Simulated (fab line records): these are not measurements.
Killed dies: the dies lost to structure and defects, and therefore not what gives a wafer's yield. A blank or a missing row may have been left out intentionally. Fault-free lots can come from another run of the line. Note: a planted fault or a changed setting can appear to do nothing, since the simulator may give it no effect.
Chamber matching    flow gf180mcu    3 sister chambers for GF_SAB_WET_ETCH_12 on wetBench-01
The step etches SiO2 in dHF, target depth 22 nm, time 440 s. 3 wafers are shown with their chamber, then 7 later ones without.

## EACH WAFER AND ITS CHAMBER
wafer   chamber  bathHeatDutyPct (%)
L879.6  2        6.5
L897.6  3        5.6
L896.3  0        6.0

## WAFERS WITH NO CHAMBER GIVEN
wafer   bathHeatDutyPct (%)
L896.5  5.1
L898.2  6.7
L898.5  5.9
L898.6  5.7
L900.1  5.5
L900.4  6.5
L900.5  4.9

## WHICH CHAMBER EACH ONE RAN IN
wafer   from the rows above           in truth
L896.5  can't be placed: 3 or 0       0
L898.2  can't be placed: 2 or 0       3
L898.5  can't be placed: 0 or 3 or 2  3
L898.6  can't be placed: 3 or 0       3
L900.1  can't be placed: 3 or 0       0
L900.4  can't be placed: 2 or 0       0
L900.5  can't be placed: 3 or 0       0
Placed correctly: 0 of 7. Unplaceable from these rows: 7, with the true chamber sitting among the candidates in 6. Wrongly placed: 0.
How it was worked out, from the rows above alone: a wafer's distance from a chamber is the root of the sum, over the readings, of the square of ((its reading less the chamber's mean) divided by the reading's scatter). If the next closest chamber is less than 2 further off than the closest, the wafer can't be placed; otherwise it belongs to the closest. A chamber's mean is the mean of its shown wafers. The scatter: root of mean squared gap, hidden wafer to nearest shown wafer, with one shown wafer a chamber.
